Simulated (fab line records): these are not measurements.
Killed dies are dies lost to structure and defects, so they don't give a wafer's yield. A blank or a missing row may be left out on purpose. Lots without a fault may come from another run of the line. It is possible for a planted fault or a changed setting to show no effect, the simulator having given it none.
Comparing a struck lot with a sound one / flow sky130 / 18 out of 708 route steps
Sound: wafers L133.2, L133.4, L133.5. The struck wafers were L145.2, L145.3, L145.6. Last of all comes the cause.
For every step that has rows: the tool of each side, followed by ch and its chambers, followed by its first start. Under that, the readings that differ: sound wafers / struck wafers / difference of the means / sigmas: that difference in standard deviations of wafers without a fault.
alike: readings with means less than 2 such deviations apart, plus words and numbers identical on both sides. not compared: withheld readings, readings lacking a value on some wafer, bounds such as >300 that could conceal the same value, and numbers that have no deviation in the record and whose values overlap.
Wherever a step has rows on one side only, a row that says differs or no value, or a row with sigmas, the two part there. When numbers do not overlap yet have no deviation, they are printed without sigmas and do not part them. Lack of a reading on every wafer of one side parts them only where that side has two or more wafers.

first, 6 steps without rows for these wafers: SKY_LDD_N_IMPLANT_10; SKY_LDD_N_IMPLANT_11; SKY_LDD_N_IMPLANT_12; SKY_LDD_N_IMPLANT_13; SKY_LDD_N_IMPLANT_14; SKY_LDD_N_IMPLANT_15.
SKY_LDD_N_STRIP_16: strips in O2/N2.
  sound on plasmaAsher-02 ch 0,1, day 20 23:26; struck on plasmaAsher-02 ch 0,1, day 25 01:38
  alike: drypumpMotorCurrentA, oesProductAu, stripTimeToEndpointS
  not compared: rfHoursCounterH
SKY_LDD_N_TW_MEAS_17:
  sound: filmMetro-03 at day 20 23:33; struck: filmMetro-01 at day 25 01:45
  alike: LDD_N_TW
then, 4 steps without rows for these wafers: SKY_LDD_P_DEHYDRATE_00 (time 60 s); SKY_LDD_P_HMDS_01 (prime time 60 s); SKY_LDD_P_COAT_02 (resist thk 1140 nm); SKY_LDD_P_SOFTBAKE_03 (time 60 s).
SKY_LDD_P_EXPOSE_04: exposes mask PSDM, target cd 380 nm.
  sound on ilineStepper-02 ch 0, day 21 16:29; struck on ilineStepper-01 ch 0, day 25 17:44
reading=model.LDD_P.overlayXNm (nm); sound=-0.8962 -0.8962 -0.8962; struck=6.987 6.987 6.987; difference=+7.883; sigmas=
  alike: mask, reticleTempC, stageVelMmS
then, 2 steps without rows for these wafers: SKY_LDD_P_PEB_05; SKY_LDD_P_DEVELOP_06 (develop time 60 s).
SKY_LDD_P_CD_MEAS_07 targets a cd of 380 nm.
  sound: cdSem-01 at day 22 06:28; struck: cdSem-01 at day 26 08:29
  alike: cdNm
SKY_LDD_P_OVL_MEAS_08:
  sound: overlay-02 at day 22 06:35; struck: overlay-02 at day 26 08:51
reading=LDD_P_OVL (nm); sound=-4.1 -3.2 -3.4; struck=7.6 9.8 7.9; difference=+12.0; sigmas=+8
  not compared: hold
then, 1 step without rows for these wafers: SKY_PAD_OPEN_PROBE_99.

## WHERE THEY PART
Only at SKY_LDD_P_OVL_MEAS_08, as far as this record shows.

WHY: what the simulator had put in
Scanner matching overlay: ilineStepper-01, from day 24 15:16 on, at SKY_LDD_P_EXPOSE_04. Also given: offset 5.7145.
